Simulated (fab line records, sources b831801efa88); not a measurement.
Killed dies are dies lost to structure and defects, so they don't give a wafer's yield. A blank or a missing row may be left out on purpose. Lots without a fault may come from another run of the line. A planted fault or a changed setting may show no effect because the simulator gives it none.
A struck lot beside a sound one | flow sky130 | 15 steps out of a route of 708
Sound: wafers L593.3, L593.4, L593.5. Struck: wafers L605.2, L605.3, L605.6. The cause comes at the end.
At each step with rows: each side's tool, then ch and its chambers, then its first start. Under that, the readings that differ: sound wafers | struck wafers | difference of the means | sigmas: that difference in standard deviations of wafers without a fault.
alike: readings whose means differ by less than 2 such deviations, and words and numbers that are the same on both sides. not compared: withheld readings, readings that some wafer has no value for, bounds like >300 that may hide the same value, and numbers for which the record gives no deviation and whose values overlap.
The two part at a step that has a row with sigmas, a row that says differs or no value, or rows on one side only. Numbers that don't overlap but have no deviation are shown without sigmas and don't part them. A reading that every wafer of one side lacks parts them only if that side has two wafers or more.

SKY_GATE_OXIDE_OVL_MEAS_10:
  sound on overlay-02, day 16 03:23; struck on overlay-02, day 20 18:50
  alike: GATE_OXIDE_OVL
then, 2 steps without rows for these wafers: SKY_GATE_OXIDE_IMPLANT_11; SKY_GATE_OXIDE_WET_ETCH_12 (etches SiO2 in dHF, target depth 16.8 nm, time 336 s).
SKY_GATE_OXIDE_STRIP_13: strips in O2/N2.
  sound on plasma_asher-01 ch 0,1, day 16 03:42; struck on plasma_asher-01 ch 0,1, day 20 19:07
  reading               | sound             | struck            | difference | sigmas
  oes_product_au (a.u.) | 0.713 0.712 0.704 | 0.721 0.717 0.722 | +0.010     | +2
  alike: drypump_motor_current_A, strip_time_to_endpoint_s
  not compared: rf_hours_counter_h
SKY_GATE_OXIDE_TW_MEAS_14:
  sound on film_metro-01, day 16 03:47; struck on film_metro-04, day 20 19:13
  alike: GATE_OXIDE_TW
then, 3 steps without rows for these wafers: SKY_GATE_OXIDE_CLEAN_15 (cleans in SC1/SC2, time 150 s); SKY_GATE_OXIDE_OXIDATION_16 (stabilise 600 s, purge 300 s, target thk 3.57 nm); SKY_POLY_GATE_CVD_00 (deposits poly-Si, target thk 180 nm, time 720 s).
SKY_POLY_GATE_THK_MEAS_01:
  sound on film_metro-04, day 16 06:42; struck on film_metro-04, day 20 22:04
  alike: POLY_GATE_CVD_00_THK
then, 3 steps without rows for these wafers: SKY_RES_PROTECT_DEHYDRATE_00 (time 60 s); SKY_RES_PROTECT_HMDS_01 (prime time 60 s); SKY_RES_PROTECT_COAT_02 (resist thk 1140 nm).
SKY_RES_PROTECT_SOFTBAKE_03: time 60 s.
  sound on litho_track-02 ch 0, day 16 19:43; struck on litho_track-01 ch 0, day 21 12:40
  reading                  | sound             | struck            | difference | sigmas
  heater_power_total_W (W) | 55.68 55.62 55.62 | 57.58 57.65 57.64 | +1.98      | +37
  run_length_s (s)         | 89.24 89.14 89.29 | 83.19 83.20 83.17 | -6.04      | -27
then, 1 step without rows for these wafers: SKY_RES_PROTECT_EXPOSE_04 (exposes mask RPM, target cd 1270 nm).
-- the record jumps here: 29 days lie between the struck wafers' starts before and after (it left off in module RES_PROTECT and takes up again in module PAD_OPEN, whose first step shown is number 708 of the route) --
SKY_PAD_OPEN_PROBE_99:
  the record has rows for the struck wafers here (prober-01, day 50 01:43) and none for the sound ones

WHERE THEY PART
First at SKY_GATE_OXIDE_STRIP_13; last, within this record, at SKY_PAD_OPEN_PROBE_99.

WHY: what the simulator had put in
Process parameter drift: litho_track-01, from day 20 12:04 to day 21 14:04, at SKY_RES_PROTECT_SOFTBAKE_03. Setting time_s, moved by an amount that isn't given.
